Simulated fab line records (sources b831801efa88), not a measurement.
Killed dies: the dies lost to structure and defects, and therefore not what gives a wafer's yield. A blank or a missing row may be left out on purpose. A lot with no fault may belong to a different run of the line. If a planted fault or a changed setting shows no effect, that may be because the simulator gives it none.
fab line records ; flow sky130
[record] lots = 7; wafers = 21; lastDay = 51
route steps=708 shown METAL4@622
lots with no fault: from the same line, run without faults
startH: start of the lot's first displayed wafer, in hours after the record's first day ; waitH: how many hours have passed since the lot's step before this one ; " identical to the entry in the row above ; L1.1+2: a single row standing in for several wafers ; - no value, or no start was given ; * or withheld: withheld ; < > ~ a bound
route shown NAME@n: NAME is a module with steps in the file, n the number in the route of the first one ; usual: the fault-free wafers' mean and standard deviation ; same: alike in all rows ; chamber/n: place in a boat ; sites: readings site by site ; _std_site: the standard deviation of these ; _edge_site: outer sites' mean less inner sites' ; radiusMm: for every site, how far away it sits from the centre of the wafer ; mask NAME#n: copy n ; behind: the most recent tool/chamber to have shaped the wafer ; hold: the reason the lot was held/the length of the hold in hours/how it ended ; device: transistor that didn't switch, given as n, p or np ; end of line: tests of these same wafers at the route's end ; a step without rows: its recipe alone ; killed: at the first sort, the dies lost to defects and structure; wafer yield is something else ; map: dies across one wafer; x = killed, . = not, _ = none there
set.NAME: the setting that was run; set.NAME@STEP: the one run at that earlier step ; model.NAME: the simulator's own value behind a step, which no gauge read
lots at some steps of the route; a table a step, a row a wafer
services: a tool's chamber out of use, with start hour (startH, from the record's first day; less than 0 if before it), hours out, and reason
[[steps]]
[step SKY_METAL4_HMDS_06]
[recipe] primeTimeS = 60; primeTempC = 120
[step SKY_METAL4_COAT_07]
[recipe] resist = BARC; tempC = withheld; timeS = withheld; spinRpm = 3000; resistThkNm = 60
[step SKY_METAL4_COAT_08]
[recipe] resist = KrF-thick; spinRpm = 3000; resistThkNm = 1140
[step SKY_METAL4_SOFTBAKE_09]
[recipe] tempC = 100; timeS = 90; resist = KrF-thick
[step SKY_METAL4_EXPOSE_10]
[recipe] maskId = MM4; na = 0.68; sourceShape = annular; sigmaInner = 0.4; sigmaOuter = 0.8; targetCdNm = 300; doseMj = 28
[step SKY_METAL4_PEB_11]
[recipe] pebTempC = withheld; pebTimeS = withheld; resist = KrF-thick
[step SKY_METAL4_DEVELOP_12]
[recipe] developTimeS = 60; resist = KrF-thick; devTempC = 21
[step SKY_METAL4_CD_MEAS_13]
[recipe] targetCdNm = 300
[usual] cdNm = 299.8/1.5
lot.wafer;tool;chamber;startH;waitH;cdNm
L385.2;cdSem-01;-;1033.07;-;298.3
L385.3;cdSem-01;-;1033.07;-;298.7
L385.5;cdSem-01;-;1033.07;-;298.8
L388.1;cdSem-01;-;1053.00;-;299.4
L388.5;cdSem-01;-;1053.00;-;297.8
L388.6;cdSem-01;-;1053.00;-;299.4
L390.1;cdSem-01;-;1075.08;-;299.3
L390.2;cdSem-01;-;1075.08;-;300.3
L390.5;cdSem-01;-;1075.08;-;299.9
L391.1;cdSem-02;-;1079.90;-;301.7
L391.2;cdSem-02;-;1079.90;-;301.8
L391.3;cdSem-02;-;1079.90;-;301.2
L392.1;cdSem-02;-;1086.05;-;300.5
L392.5;cdSem-02;-;1086.05;-;300.8
L392.6;cdSem-02;-;1086.05;-;301.3
L400.2;cdSem-02;-;1127.50;-;300.9
L400.4;cdSem-02;-;1127.50;-;300.9
L400.5;cdSem-02;-;1127.50;-;299.8
L405.1;cdSem-02;-;1149.68;-;299.4
L405.4;cdSem-02;-;1149.68;-;300.5
L405.6;cdSem-02;-;1149.68;-;300.4
[step SKY_METAL4_OVL_MEAS_14]
[usual] METAL4_OVL = 2/4.9
lot.wafer;tool;chamber;startH;waitH;METAL4_OVL[nm]
L385.2;overlay-02;-;1033.18;0.1;-1
L385.3;overlay-02;-;1033.18;0.1;7
L385.5;overlay-02;-;1033.18;0.1;2
L388.1;overlay-01;-;1053.12;0.1;1
L388.5;overlay-01;-;1053.12;0.1;1
L388.6;overlay-01;-;1053.12;0.1;-1
L390.1;overlay-02;-;1075.20;0.1;-1
L390.2;overlay-02;-;1075.20;0.1;2
L390.5;overlay-02;-;1075.20;0.1;-4
L391.1;overlay-01;-;1080.02;0.1;3
L391.2;overlay-01;-;1080.02;0.1;-4
L391.3;overlay-01;-;1080.02;0.1;-1
L392.1;overlay-01;-;1086.17;0.1;-5
L392.5;overlay-01;-;1086.17;0.1;1
L392.6;overlay-01;-;1086.17;0.1;2
L400.2;overlay-02;-;1127.61;0.1;-3
L400.4;overlay-02;-;1127.61;0.1;-5
L400.5;overlay-02;-;1127.61;0.1;1
L405.1;overlay-02;-;1149.80;0.1;4
L405.4;overlay-02;-;1149.80;0.1;10
L405.6;overlay-02;-;1149.80;0.1;2
[step SKY_METAL4_DESCUM_15]
[recipe] chemistry = O2; sourcePowerW = 150; biasPowerW = 0; pressureMtorr = 10; tempC = 40; timeS = 8
[usual] chamberPressureMTorr = 9.999/0.0083; drypumpMotorCurrentA = 5.43/0.28; oesProductAu = 1.001/0.0074
[same] biasPowerW = 0
lot.wafer;tool;chamber;startH;waitH;chamberPressureMTorr;drypumpMotorCurrentA;oesProductAu;rfHoursCounterH
L385.2;rieMetal-04;0;1033.21;0.0;9.993;5.31;1.004;9
L385.3;rieMetal-04;1;1033.21;0.0;9.993;5.52;1.013;-
L385.5;rieMetal-04;0;1033.21;0.0;10.007;5.32;1.003;-
L388.1;rieMetal-03;0;1053.15;0.0;10.004;5.81;1.014;1
L388.5;rieMetal-03;0;1053.15;0.0;10.018;5.80;1.015;-
L388.6;rieMetal-03;0;1053.15;0.0;9.988;5.78;1.003;-
L390.1;rieMetal-04;1;1075.24;0.0;9.987;5.50;1.005;22
L390.2;rieMetal-04;0;1075.24;0.0;9.993;5.34;1.006;12
L390.5;rieMetal-04;1;1075.24;0.0;9.991;5.51;1.003;-
L391.1;rieMetal-01;1;1080.05;0.0;10.006;5.36;0.998;24
L391.2;rieMetal-01;1;1080.05;0.0;10.008;5.37;0.991;-
L391.3;rieMetal-01;1;1080.05;0.0;10.001;5.34;0.989;-
L392.1;rieMetal-01;1;1086.20;0.0;10.008;5.37;0.997;25
L392.5;rieMetal-01;1;1086.20;0.0;10.005;5.34;0.994;-
L392.6;rieMetal-01;1;1086.20;0.0;9.993;5.37;1.008;-
L400.2;rieMetal-04;1;1127.64;0.0;9.987;5.52;0.991;26
L400.4;rieMetal-04;0;1127.64;0.0;9.990;5.32;1.003;-
L400.5;rieMetal-04;0;1127.64;0.0;10.008;5.33;0.997;-
L405.1;rieMetal-04;0;1149.84;0.0;9.989;5.32;0.998;18
L405.4;rieMetal-04;1;1149.84;0.0;10.007;5.50;1.000;-
L405.6;rieMetal-04;1;1149.84;0.0;9.978;5.50;0.997;-
[step SKY_METAL4_ETCH_16]
[recipe] chemistry = N2/H2; target = BARC; ionEnergyEv = 200; biasW = 100; pressureMtorr = 30; n2FlowSccm = 100; h2FlowSccm = 200; icpW = 500; stopOn = SiO2; timeS = 88.2; targetDepthA = 600
[usual] chamberPressureMTorr = 30.001/0.026; drypumpMotorCurrentA = 5.43/0.29; oesProductAu = 0.626/0.0045; throttleValvePct = 13.205/0.0089
lot.wafer;tool;chamber;startH;waitH;chamberPressureMTorr;drypumpMotorCurrentA;oesProductAu;rfHoursCounterH;throttleValvePct
L385.2;rieMetal-04;0;1033.24;0.0;30.005;5.34;0.626;9;13.217
L385.3;rieMetal-04;1;1033.24;0.0;30.047;5.50;0.625;-;13.208
L385.5;rieMetal-04;0;1033.24;0.0;29.955;5.33;0.627;-;13.209
L388.1;rieMetal-03;0;1053.22;0.1;29.975;5.83;0.622;1;13.205
L388.5;rieMetal-03;0;1053.22;0.1;30.008;5.81;0.626;-;13.216
L388.6;rieMetal-03;0;1053.22;0.1;30.008;5.82;0.628;-;13.195
L390.1;rieMetal-04;1;1075.27;0.0;30.019;5.49;0.625;22;13.205
L390.2;rieMetal-04;0;1075.27;0.0;29.970;5.33;0.629;12;13.208
L390.5;rieMetal-04;1;1075.27;0.0;30.024;5.51;0.626;-;13.212
L391.1;rieMetal-01;1;1080.12;0.1;30.024;5.34;0.627;24;13.209
L391.2;rieMetal-01;1;1080.12;0.1;29.998;5.31;0.624;-;13.198
L391.3;rieMetal-01;1;1080.12;0.1;30.002;5.32;0.627;-;13.220
L392.1;rieMetal-01;1;1086.27;0.1;30.046;5.33;0.626;25;13.193
L392.5;rieMetal-01;1;1086.27;0.1;29.989;5.36;0.627;-;13.195
L392.6;rieMetal-01;1;1086.27;0.1;29.999;5.35;0.614;-;13.208
L400.2;rieMetal-04;1;1127.67;0.0;30.018;5.52;0.616;26;13.206
L400.4;rieMetal-04;0;1127.67;0.0;30.014;5.33;0.623;-;13.216
L400.5;rieMetal-04;0;1127.67;0.0;30.024;5.35;0.615;-;13.202
L405.1;rieMetal-04;0;1149.87;0.0;29.974;5.33;0.624;18;13.211
L405.4;rieMetal-04;1;1149.87;0.0;30.032;5.53;0.630;-;13.223
L405.6;rieMetal-04;1;1149.87;0.0;29.966;5.52;0.627;-;13.200
[step SKY_METAL4_ETCH_17]
[recipe] target = SiO2; stopOn = TiN; chemistry = C4F8/O2/Ar; sourceW = 1500; biasW = 1200; pressureMtorr = 40; c4f8FlowSccm = withheld; O2_flow_sccm = 6; Ar_flow_sccm = 300; timeS = 3.9; targetDepthA = 150
[usual] chamberPressureMTorr = 39.99/0.039; oesProductAu = 0.757/0.0072
lot.wafer;tool;chamber;startH;waitH;chamberPressureMTorr;oesProductAu;rfHoursCounterH
L385.2;rieDiel-03;2;1033.34;0.1;40.00;0.744;3
L385.3;rieDiel-03;1;1033.34;0.1;39.97;0.755;16
L385.5;rieDiel-03;0;1033.34;0.1;40.03;0.763;-
L388.1;rieDiel-02;3;1053.41;0.2;39.93;0.745;16
L388.5;rieDiel-02;0;1053.41;0.2;39.99;0.749;-
L388.6;rieDiel-02;1;1053.41;0.2;39.92;0.758;-
L390.1;rieDiel-04;1;1075.37;0.1;40.00;0.753;11
L390.2;rieDiel-04;0;1075.37;0.1;39.95;0.759;22
L390.5;rieDiel-04;3;1075.37;0.1;40.04;0.749;-
L391.1;rieDiel-02;3;1080.31;0.2;39.96;0.749;17
L391.2;rieDiel-02;2;1080.31;0.2;39.98;0.751;16
L391.3;rieDiel-02;0;1080.31;0.2;40.02;0.751;18
L392.1;rieDiel-04;1;1086.46;0.2;40.00;0.743;11
L392.5;rieDiel-04;2;1086.46;0.2;39.98;0.749;-
L392.6;rieDiel-04;3;1086.46;0.2;39.99;0.763;-
L400.2;rieDiel-03;3;1127.77;0.1;39.99;0.758;21
L400.4;rieDiel-03;1;1127.77;0.1;39.97;0.758;19
L400.5;rieDiel-03;2;1127.77;0.1;39.98;0.759;-
L405.1;rieDiel-03;3;1149.97;0.1;39.98;0.752;22
L405.4;rieDiel-03;2;1149.97;0.1;40.04;0.750;6
L405.6;rieDiel-03;3;1149.97;0.1;39.98;0.753;-
[step SKY_METAL4_METAL_ETCH_18]
[recipe] targetDepthA = 8450; stopOn = SiO2; overEtchFrac = 0.3; timeS = 183.1; chemistry = Cl2/BCl3; resistSidewallDeg = 88; pressureMtorr = 10; icpW = 900; biasW = 48.5; Cl2_flow_sccm = 60; bcl3FlowSccm = 30
[usual] chamberPressureMTorr = 9.999/0.0087; drypumpMotorCurrentA = 5.3/0.51; oesProductAu = 0.868/0.0064; overEtchFrac = 0.3/0; throttleValvePct = 22.265/0.0094
lot.wafer;tool;chamber;startH;waitH;chamberPressureMTorr;drypumpMotorCurrentA;oesProductAu;overEtchFrac;rfHoursCounterH;throttleValvePct;model.KrF-thick_of_METAL4_COAT_08.thkNm
L385.2;rieMetal-03;1;1033.44;0.1;9.988;4.6;0.866;0.3;-;22.268;520.5
L385.3;rieMetal-03;1;1033.44;0.1;9.996;4.6;0.862;0.3;-;22.278;521.1
L385.5;rieMetal-03;1;1033.44;0.1;9.991;4.7;0.865;0.3;-;22.269;523.2
L388.1;rieMetal-01;1;1053.43;0.0;10.005;5.3;0.859;0.3;21;22.283;523.4
L388.5;rieMetal-01;1;1053.43;0.0;10.002;5.3;0.868;0.3;-;22.268;525.2
L388.6;rieMetal-01;1;1053.43;0.0;9.992;5.4;0.869;0.3;-;22.255;520.6
L390.1;rieMetal-03;1;1075.39;0.0;9.993;4.7;0.860;0.32338;0;22.280;513.4
L390.2;rieMetal-03;0;1075.39;0.0;10.010;5.8;0.866;0.32338;3;22.273;507.5
L390.5;rieMetal-03;1;1075.39;0.0;10.002;4.6;0.861;0.32338;-;22.254;512.4
L391.1;rieMetal-03;1;1080.33;0.0;9.993;4.7;0.855;0.32338;1;22.262;524.5
L391.2;rieMetal-03;0;1080.33;0.0;10.006;5.9;0.847;0.32338;4;22.262;517.2
L391.3;rieMetal-03;1;1080.33;0.0;9.975;4.6;0.854;0.32338;-;22.259;522.4
L392.1;rieMetal-03;0;1086.48;0.0;9.999;5.8;0.864;0.32338;4;22.262;513.9
L392.5;rieMetal-03;1;1086.48;0.0;10.001;4.7;0.873;0.32338;-;22.284;523
L392.6;rieMetal-03;0;1086.48;0.0;10.006;5.8;0.862;0.32338;-;22.262;513
L400.2;rieMetal-01;1;1127.85;0.1;9.987;5.3;0.873;0.3;-;22.265;524.1
L400.4;rieMetal-01;1;1127.85;0.1;9.997;5.4;0.871;0.3;-;22.256;528.2
L400.5;rieMetal-01;1;1127.85;0.1;10.001;5.3;0.874;0.3;-;22.257;528.6
L405.1;rieMetal-01;1;1149.99;0.0;9.998;5.4;0.864;0.3;33;22.259;528.6
L405.4;rieMetal-01;1;1149.99;0.0;9.971;5.4;0.864;0.3;-;22.263;529.6
L405.6;rieMetal-01;1;1149.99;0.0;9.990;5.3;0.862;0.3;-;22.252;519.7
[step SKY_METAL4_STRIP_19]
[recipe] chemistry = O2/N2; powerW = 1400; pressureMtorr = 1500; platenTempC = withheld; o2FlowSccm = 3000; n2FlowSccm = 300; overashFraction = 0.5
[usual] chamberPressureMTorr = 1499.9/1.5; drypumpMotorCurrentA = 5.9/0.54; oesProductAu = 0.501/0.005; stripTimeToEndpointS = 6.51/0.055
lot.wafer;tool;chamber;startH;waitH;chamberPressureMTorr;drypumpMotorCurrentA;oesProductAu;rfHoursCounterH;stripTimeToEndpointS
L385.2;plasmaAsher-04;1;1033.83;0.3;1501.1;6.5;0.500;120;6.45
L385.3;plasmaAsher-04;0;1033.83;0.3;1500.5;5.9;0.496;-;6.48
L385.5;plasmaAsher-04;0;1033.83;0.3;1499.3;5.9;0.497;-;6.49
L388.1;plasmaAsher-03;1;1053.79;0.3;1500.8;6.2;0.500;92;6.49
L388.5;plasmaAsher-03;1;1053.79;0.3;1500.1;6.2;0.501;-;6.51
L388.6;plasmaAsher-03;0;1053.79;0.3;1496.4;5.6;0.501;-;6.46
L390.1;plasmaAsher-04;0;1075.57;0.1;1499.7;5.9;0.497;1;6.41
L390.2;plasmaAsher-04;1;1075.57;0.1;1495.5;6.5;0.495;1;6.33
L390.5;plasmaAsher-04;0;1075.57;0.1;1498.4;5.9;0.490;-;6.41
L391.1;plasmaAsher-04;1;1080.51;0.1;1499.6;6.5;0.512;1;6.52
L391.2;plasmaAsher-04;0;1080.51;0.1;1500.9;5.9;0.497;1;6.44
L391.3;plasmaAsher-04;0;1080.51;0.1;1498.8;5.9;0.494;-;6.48
L392.1;plasmaAsher-03;1;1086.66;0.1;1501.0;6.3;0.497;96;6.41
L392.5;plasmaAsher-03;0;1086.66;0.1;1499.0;5.6;0.507;-;6.50
L392.6;plasmaAsher-03;1;1086.66;0.1;1500.7;6.2;0.494;-;6.39
L400.2;plasmaAsher-03;0;1128.14;0.2;1501.2;5.6;0.493;100;6.51
L400.4;plasmaAsher-03;1;1128.14;0.2;1501.1;6.3;0.501;-;6.54
L400.5;plasmaAsher-03;0;1128.14;0.2;1501.6;5.6;0.500;-;6.54
L405.1;plasmaAsher-04;1;1150.17;0.1;1498.6;6.5;0.499;8;6.57
L405.4;plasmaAsher-04;1;1150.17;0.1;1499.5;6.5;0.502;-;6.55
L405.6;plasmaAsher-04;0;1150.17;0.1;1499.8;5.9;0.496;-;6.47
[[services]]
tool;chamber;startH;hours;kind
rieMetal-03;0;1015.19;-;clean
rieMetal-03;0;1015.19;30.9;scheduledDown
rieMetal-03;0;1015.19;30.9;ventCycle
rieDiel-02;0;1019.00;6.7;repair
rieMetal-01;-;1024.85;2.8;pm
rieMetal-01;-;1028.09;14.6;pm
rieDiel-02;-;1034.17;2.2;repair
rieDiel-03;0;1044.90;5.0;repair
rieMetal-03;1;1046.11;-;clean
rieMetal-03;1;1046.11;23.3;scheduledDown
rieMetal-03;1;1046.11;23.3;ventCycle
rieDiel-03;-;1052.01;2.8;pm
rieMetal-03;-;1053.67;0.7;repair
plasmaAsher-04;-;1055.25;9.0;pm
plasmaAsher-04;0;1055.25;9.0;ventCycle
plasmaAsher-04;1;1055.25;9.0;ventCycle
plasmaAsher-04;-;1057.09;1.1;repair
rieMetal-01;1;1101.61;8.2;repair
rieDiel-04;1;1106.86;2.0;repair
plasmaAsher-04;-;1107.96;3.6;repair
plasmaAsher-04;-;1109.31;2.2;repair
rieDiel-04;3;1111.77;3.2;repair
rieDiel-03;1;1132.75;15.0;repair
rieDiel-03;3;1135.90;3.9;repair
[[key]]
[firstSign] step = SKY_METAL4_METAL_ETCH_18; reading = overEtchFrac; direction = up; sigmas = 99+; usual = 0.3; struck = 0.32338
[effect] step = SKY_METAL4_METAL_ETCH_18; reading = oesProductAu; direction = down; sigmas = 1.2; usual = 0.868; struck = 0.860
[modelEffect] step = SKY_METAL4_METAL_ETCH_18; value = KrF-thick_of_METAL4_COAT_08.thkNm; without = 526.3; struck = 516.4
metAt SKY_METAL4_METAL_ETCH_18
struckWafers L390.1,L390.2,L390.5,L391.1,L391.2,L391.3,L392.1,L392.5,L392.6
onsetBetween 1033.44 1075.39
[fault] kind = processParameterDrift; tool = rieMetal-03; chamber = -; onsetH = 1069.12; steps = SKY_METAL4_METAL_ETCH_18; channel = overEtchFrac; offset = 0.023381; shape = step; endH = 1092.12; actsIn = theseRecipesOnly; stated = 0.3
